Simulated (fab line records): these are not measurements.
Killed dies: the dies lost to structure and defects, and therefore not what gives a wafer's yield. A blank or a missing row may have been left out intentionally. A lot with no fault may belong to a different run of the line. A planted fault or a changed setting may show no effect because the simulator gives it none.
A lot that was struck, set against a sound lot | flow gf180mcu | 15 out of 602 route steps
Sound: these wafers, L417.1, L417.4, L417.5. The struck wafers were L424.3, L424.4, L424.5. The cause is given at the end.
Order at every step that has rows: each side's tool, ch and its chambers, its first start. Under that, the readings that differ: sound wafers | struck wafers | difference of the means | sigmas: that difference in standard deviations of wafers without a fault.
alike: a reading whose means differ by less than 2 such deviations, as well as words and numbers matching on both sides. not compared: withheld readings; readings where some wafer has no value; bounds like >300 that might hide an equal value; numbers whose values overlap and for which the record gives no deviation.
The two part at a step that has a row with sigmas, a row that says differs or no value, or rows on one side only. Numbers that don't overlap but have no deviation are shown without sigmas and don't part them. A reading that every wafer of one side lacks parts them only if that side has two wafers or more.

GF_V3_ETCH_16: etches BARC in N2/H2.
  sound on rieDiel-04 ch 0,1, day 22 18:07; struck on rieDiel-03 ch 2,3, day 25 07:37
  alike: chamberPressureMTorr, drypumpMotorCurrentA, oesProductAu, throttleValvePct
GF_V3_ETCH_17: etches SiO2 in C4F8/O2/Ar, stops on TiN, target depth 635 nm.
  sound on rieDiel-04 ch 0,1; struck on rieDiel-03 ch 2,3
  alike: chamberPressureMTorr, oesProductAu
GF_V3_STRIP_18: strips in O2/N2.
  sound on plasmaAsher-01 ch 0,1, day 22 18:14; struck on plasmaAsher-02 ch 0,1, day 25 07:46
reading          | sound       | struck      | difference | sigmas
heaterPowerW (W) | 354 370 365 | 335 280 270 | -68        | -2
  alike: chamberPressureMTorr, drypumpMotorCurrentA, oesProductAu
  not compared: rfHoursCounterH
then, 5 steps without rows for these wafers: GF_V3_STRIP_19 (strips in post etch residue remover, time 1200 s); GF_V3_CLEAN_20 (cleans in DIW); GF_V3_SPUTTER_21 (material Ti, target thk 15 nm, time 80.02 s); GF_V3_SPUTTER_22 (material TiN, target thk 10 nm, time 40 s); GF_V3_CVD_23 (deposits W, target thk 350 nm, time 104.9 s).
GF_V3_RS_MEAS_24: the measuring method here is four-point-probe.
  sound: filmMetro-01 at day 22 19:01; struck: filmMetro-03 at day 25 08:40
  alike: V3_W_RS
GF_V3_THK_MEAS_25: measures by xrf.
  sound: filmMetro-01 at day 22 19:08; struck: filmMetro-03 at day 25 08:46
  alike: V3_W_THK
then, 1 step without rows for these wafers: GF_V3_CMP_26 (polishes, stops on SiO2, t overpolish 15 s, target thk 0 nm).
GF_M4_SPUTTER_00: material Ti, target thk 37.5 nm, time 150 s.
  sound: pvdSputter-04 at day 22 19:29; struck: pvdSputter-01 at day 25 09:07
  alike: cathodeDcPowerW, throttleValvePct
GF_M4_SPUTTER_01: material TiN, target thk 30 nm, time 25 s.
  sound: pvdSputter-04 at day 22 19:35; struck: pvdSputter-01 at day 25 09:13
reading                               | sound                | struck               | difference | sigmas
cathodeDcPowerW (W)                   | 6500.6 6500.5 6500.5 | 6728.0 6730.5 6729.7 | +228.9     | +99 or more
model.TiN_of_M4_SPUTTER_01.thkNm (nm) | 29.94 29.82 29.96    | 31.2 30.93 31.35     | +1.3       | 
  alike: throttleValvePct
GF_M4_SPUTTER_02: material AlCu, target thk 450 nm, time 23.9 s.
  sound: pvdSputter-04 at day 22 19:37; struck: pvdSputter-01 at day 25 09:14
  alike: cathodeDcPowerW, throttleValvePct
GF_PASSIVATION_PROBE_99:
  the record has rows for the sound wafers here (prober-01, day 29 08:23) and none for the struck ones

== WHERE THEY PART ==
At GF_V3_STRIP_18 first; at GF_PASSIVATION_PROBE_99 last (within this record only).

WHY: whatever the simulator had introduced
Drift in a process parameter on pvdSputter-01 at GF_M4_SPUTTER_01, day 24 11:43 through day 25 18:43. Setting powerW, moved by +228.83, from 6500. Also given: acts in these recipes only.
